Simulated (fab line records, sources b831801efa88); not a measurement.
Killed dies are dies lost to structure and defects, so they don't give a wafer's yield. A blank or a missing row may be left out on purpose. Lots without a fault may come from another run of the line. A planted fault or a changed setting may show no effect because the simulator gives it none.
Which tool did it? | flow sfq_line | 14 lots, 42 wafers sampled, at 4 steps of a route of 325

WHAT THE GAUGES READ, wafer by wafer
SFQ_I1_OVL_MEAS_913. Usual: I1_OVL -1 nm, standard deviation 4.5.
lot  | measured     | on         | I1_OVL (nm) | flag
L255 | day 16 09:01 | overlay-01 | 0 1 1       |
L257 | day 22 21:29 | overlay-02 | 1 8 6       |
L258 | day 23 03:29 | overlay-01 | -1 2 0      |
L259 | day 23 19:06 | overlay-01 | -11 -8 -8   |
L260 | day 24 11:53 | overlay-02 | 6 1 -1      |
L261 | day 25 03:29 | overlay-02 | 5 4 4       |
L263 | day 25 13:05 | overlay-01 | 5 6 1       |
L264 | day 26 12:05 | overlay-01 | 8 10 4      |
L265 | day 26 14:29 | overlay-01 | 6 0 0       |
L266 | day 27 01:44 | overlay-02 | -3 2 5      |
L268 | day 27 09:35 | overlay-01 | -8 -6 -5    |
L269 | day 34 05:45 | overlay-01 | -4 -5 -2    |
L272 | day 35 11:40 | overlay-02 | -4 -3 -5    |
L273 | day 35 15:16 | overlay-01 | -3 1 -2     |

SFQ_I3_OVL_MEAS_923. Usual: I3_OVL 1 nm, standard deviation 5.9.
lot  | measured     | on         | I3_OVL (nm) | flag
L255 | day 31 14:07 | overlay-01 | 14 -1 2     |
L257 | day 37 12:59 | overlay-02 | 0 3 7       |
L258 | day 37 15:23 | overlay-02 | 8 0 6       |
L259 | day 38 02:04 | overlay-02 | 2 4 8       |
L260 | day 38 03:15 | overlay-02 | 4 -2 3      |
L261 | day 40 21:02 | overlay-01 | -6 -12 -11  |
L263 | day 45 12:16 | overlay-02 | 2 -5 -8     |
L264 | day 46 10:46 | overlay-02 | 2 0 -4      |
L265 | day 46 11:59 | overlay-02 | 5 8 -6      |
L266 | day 46 19:17 | overlay-02 | 7 -6 -2     |
L268 | day 47 11:36 | overlay-01 | -7 -2 -6    |
L269 | day 52 05:02 | overlay-02 | -6 -2 -9    |
L272 | day 52 18:14 | overlay-02 | 1 0 -6      |
L273 | day 53 01:44 | overlay-02 | 2 -3 -1     |

WHICH TOOL RAN EACH LOT (tool, then ch and the chambers of the sampled wafers, then the start)
lot  | SFQ_TRILAYER_I0_DEP_PECVD_027   | SFQ_TRILAYER_I3_CMP_CMP_082
L255 | pecvd-04 ch 0,1, day 11 00:42   | cmp-02 ch 0,1,3, day 25 06:53
L257 | pecvd-02 ch 0,1, day 11 13:30   | cmp-01 ch 0,2,3, day 30 17:35
L258 | pecvd-02 ch 0,2, day 11 20:42   | cmp-01 ch 2,3, day 31 02:15
L259 | pecvd-04 ch 0,1,2, day 12 04:43 | cmp-01 ch 1,2,3, day 32 10:47
L260 | pecvd-02 ch 0,2, day 12 11:06   | cmp-01 ch 0,1,2, day 32 16:17
L261 | pecvd-02 ch 0,2, day 12 23:06   | cmp-02 ch 1,2,3, day 39 17:41
L263 | pecvd-02 ch 0,2, day 13 09:54   | cmp-01 ch 0,1,3, day 45 04:50
L264 | pecvd-02 ch 0,2, day 13 14:42   | cmp-02 ch 1,2, day 46 03:21
L265 | pecvd-03 ch 1,2, day 13 20:49   | cmp-01 ch 1,2,3, day 46 04:50
L266 | pecvd-02 ch 0,1,2, day 14 07:35 | cmp-01 ch 0,2,3, day 46 07:50
L268 | pecvd-02 ch 0,2, day 15 03:57   | cmp-02 ch 0,2,3, day 46 16:21
L269 | pecvd-02 ch 0,2, day 15 11:19   | cmp-02 ch 1,2,3, day 47 11:21
L272 | pecvd-02 ch 1,2, day 16 10:04   | cmp-02 ch 0,1, day 47 22:51
L273 | pecvd-03 ch 1,2, day 16 14:15   | cmp-02 ch 0,2,3, day 48 04:21
- SFQ_TRILAYER_I0_DEP_PECVD_027: deposits SiO2 from SiH4/N2O, time 111.11 s, target thk 500 nm.
- SFQ_TRILAYER_I3_CMP_CMP_082: polishes SiO2.

WHAT THE TOOLS THEMSELVES READ (means of the sampled wafers that have a number; where no wafer has one, the mark that the record gives instead)
SFQ_TRILAYER_I0_DEP_PECVD_027. Usual: heater_power_w 85 W, standard deviation 18; throttle_valve_pct 24.4 %, standard deviation 0.79.
lot  | tool     | heater_power_w (W) | throttle_valve_pct (%) | flag
L255 | pecvd-04 | 83                 | 24.2                   |
L257 | pecvd-02 | 94                 | 25.0                   |
L258 | pecvd-02 | 84                 | 24.6                   |
L259 | pecvd-04 | 88                 | 23.9                   |
L260 | pecvd-02 | 83                 | 24.2                   |
L261 | pecvd-02 | 85                 | 24.6                   |
L263 | pecvd-02 | 87                 | 24.2                   |
L264 | pecvd-02 | 89                 | 24.1                   |
L265 | pecvd-03 | 79                 | 24.4                   |
L266 | pecvd-02 | 90                 | 24.7                   |
L268 | pecvd-02 | 81                 | 24.1                   |
L269 | pecvd-02 | 81                 | 24.1                   |
L272 | pecvd-02 | 87                 | 24.8                   |
L273 | pecvd-03 | 82                 | 24.8                   |

SFQ_TRILAYER_I3_CMP_CMP_082. Usual: edge_zone_pressure_frac 1.001, standard deviation 0.005; motor_current_A 10.1 A, standard deviation 0.95; time_to_endpoint_s 212 s, standard deviation 8.3.
lot  | tool   | edge_zone_pressure_frac | motor_current_A (A) | time_to_endpoint_s (s) | flag
L255 | cmp-02 | 1.002                   | 9.4                 | 216                    |
L257 | cmp-01 | 1.001                   | 9.6                 | 216                    |
L258 | cmp-01 | 1.002                   | 9.6                 | 221                    |
L259 | cmp-01 | 0.995                   | 10.3                | 211                    |
L260 | cmp-01 | 1.005                   | 10.6                | 211                    |
L261 | cmp-02 | 1.000                   | 9.6                 | 223                    |
L263 | cmp-01 | 0.998                   | 10.5                | 212                    |
L264 | cmp-02 | 1.002                   | 9.9                 | 218                    |
L265 | cmp-01 | 1.007                   | 10.2                | 216                    |
L266 | cmp-01 | 1.001                   | 9.7                 | 208                    |
L268 | cmp-02 | 1.000                   | 9.6                 | 212                    |
L269 | cmp-02 | 1.003                   | 9.8                 | 220                    |
L272 | cmp-02 | 0.999                   | 9.0                 | 186                    | OFF
L273 | cmp-02 | 0.999                   | 10.1                | 180                    | OFF

THE ANSWER, worked out from the rows above alone
Rule: a lot is off if the mean of its wafers that have a number lies more than 3 standard deviations from the usual mean. A lot without any number at a reading at which 4 lots or more have one is off too. The other lots that the step has rows for count as sound. The gauges are gone through in route order, then the tools' own readings, and for those a lot's mean is taken as printed above. The first step at which some lot is off is used, and at that step the reading that is off furthest; a lot without a number counts as furthest.
Off: L272, L273, at SFQ_TRILAYER_I3_CMP_CMP_082 (time_to_endpoint_s).
A tool fits if, at that step or a process step before it, it ran every lot that is off, and no sound lot after the first of them. One fits: cmp-02 at SFQ_TRILAYER_I3_CMP_CMP_082. Its last sound lot is L269 (day 47 11:21), its first lot that is off L272 (day 47 22:51): a fault that began between those two fits.
The tool's own readings at SFQ_TRILAYER_I3_CMP_CMP_082 bear it out: on the lots that are off they differ by more than 5 times the standard deviation of the sound lots' means. time_to_endpoint_s reads 183 s there against 215 s on the sound lots.

WHAT THE SIMULATOR HAD PUT IN
Process parameter drift: cmp-02, from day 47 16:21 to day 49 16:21, at SFQ_TRILAYER_I3_CMP_CMP_082. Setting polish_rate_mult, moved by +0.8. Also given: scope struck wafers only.
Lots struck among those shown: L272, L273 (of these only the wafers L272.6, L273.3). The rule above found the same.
